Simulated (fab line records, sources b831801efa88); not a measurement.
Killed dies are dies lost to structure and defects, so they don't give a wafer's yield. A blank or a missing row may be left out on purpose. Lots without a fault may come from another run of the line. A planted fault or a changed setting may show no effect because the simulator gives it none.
Chamber matching | flow sky130 | SKY_POLY_CUT_ETCH_11 on rie_diel-03: 4 sister chambers
The step etches Si3N4 in CF4/CH2F2/Ar, stops on poly-Si, time 42.5 s, target depth 60 nm. 20 wafers are shown with their chamber, then 10 later ones without.

WAFERS WITH THEIR CHAMBER
wafer  | chamber | chamber_pressure_mTorr (mTorr) | cf4_flow_sccm (sccm) | throttle_valve_pct (%)
L075.1 | 1       | 40.02                          | 39.86                | 14.989
L075.2 | 2       | 39.97                          | 40.26                | 14.994
L075.3 | 2       | 40.04                          | 40.07                | 14.986
L081.1 | 0       | 40.04                          | 39.92                | 14.994
L081.2 | 2       | 40.02                          | 40.13                | 14.984
L081.6 | 1       | 40.00                          | 40.09                | 15.002
L089.1 | 0       | 40.02                          | 40.05                | 14.983
L089.2 | 3       | 39.98                          | 40.17                | 14.981
L089.5 | 1       | 40.01                          | 39.86                | 14.990
L088.1 | 2       | 40.01                          | 39.93                | 15.001
L088.3 | 1       | 40.05                          | 39.87                | 14.999
L088.5 | 0       | 39.95                          | 40.19                | 15.001
L092.1 | 3       | 39.98                          | 40.21                | 14.988
L092.3 | 1       | 40.04                          | 39.98                | 15.004
L092.4 | 2       | 40.01                          | 39.94                | 15.004
L093.1 | 1       | 39.99                          | 39.78                | 15.014
L093.3 | 3       | 39.95                          | 39.92                | 14.991
L093.6 | 1       | 40.00                          | 39.96                | 14.984
L095.3 | 1       | 40.00                          | 39.92                | 15.006
L095.5 | 0       | 39.93                          | 39.87                | 15.003

SIGNATURES (means of the wafers above)
reading                | chamber 0 | chamber 1 | chamber 2 | chamber 3 | scatter within a chamber
chamber_pressure_mTorr | 39.9850   | 40.0138   | 40.0100   | 39.9700   | 0.0305
cf4_flow_sccm          | 40.0075   | 39.9150   | 40.0660   | 40.1000   | 0.125
throttle_valve_pct     | 14.99525  | 14.99850  | 14.99380  | 14.98667  | 0.00909
Rule: a wafer's distance from a chamber is the root of the sum, over the readings, of the square of ((its reading less the chamber's mean) divided by the reading's scatter). The wafer belongs to the nearest chamber; if the next one is less than 2 further off, it can't be placed. The scatter: the root of (the sum of the squares of (reading less its chamber's mean) over the shown wafers, divided by (wafers less chambers)).

WAFERS WITHOUT THEIR CHAMBER
wafer  | chamber_pressure_mTorr (mTorr) | cf4_flow_sccm (sccm) | throttle_valve_pct (%)
L095.6 | 40.00                          | 40.07                | 14.979
L096.3 | 40.01                          | 39.92                | 14.983
L096.5 | 39.95                          | 40.02                | 14.987
L096.6 | 39.99                          | 40.17                | 14.986
L094.2 | 39.91                          | 40.24                | 14.988
L094.4 | 39.94                          | 40.11                | 14.982
L094.5 | 40.05                          | 39.88                | 15.001
L097.2 | 40.01                          | 39.91                | 14.972
L097.4 | 39.97                          | 40.07                | 14.993
L097.6 | 40.03                          | 39.80                | 15.010

WHICH CHAMBER EACH WENT THROUGH
wafer  | from the rows above               | in truth
L095.6 | can't be placed: 3 or 2 or 0 or 1 | 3
L096.3 | can't be placed: 2 or 1 or 0 or 3 | 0
L096.5 | can't be placed: 3 or 0 or 2 or 1 | 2
L096.6 | can't be placed: 3 or 2 or 0 or 1 | 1
L094.2 | can't be placed: 3 or 0 or 2      | 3
L094.4 | can't be placed: 3 or 0 or 2      | 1
L094.5 | can't be placed: 1 or 2 or 0      | 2
L097.2 | can't be placed: 3 or 2 or 0 or 1 | 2
L097.4 | can't be placed: 3 or 0 or 2 or 1 | 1
L097.6 | can't be placed: 1 or 0 or 2      | 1
Placed correctly: 0 of 10. Can't be placed from these rows: 10 (the true chamber is among the candidates in 9). Placed wrongly: 0.
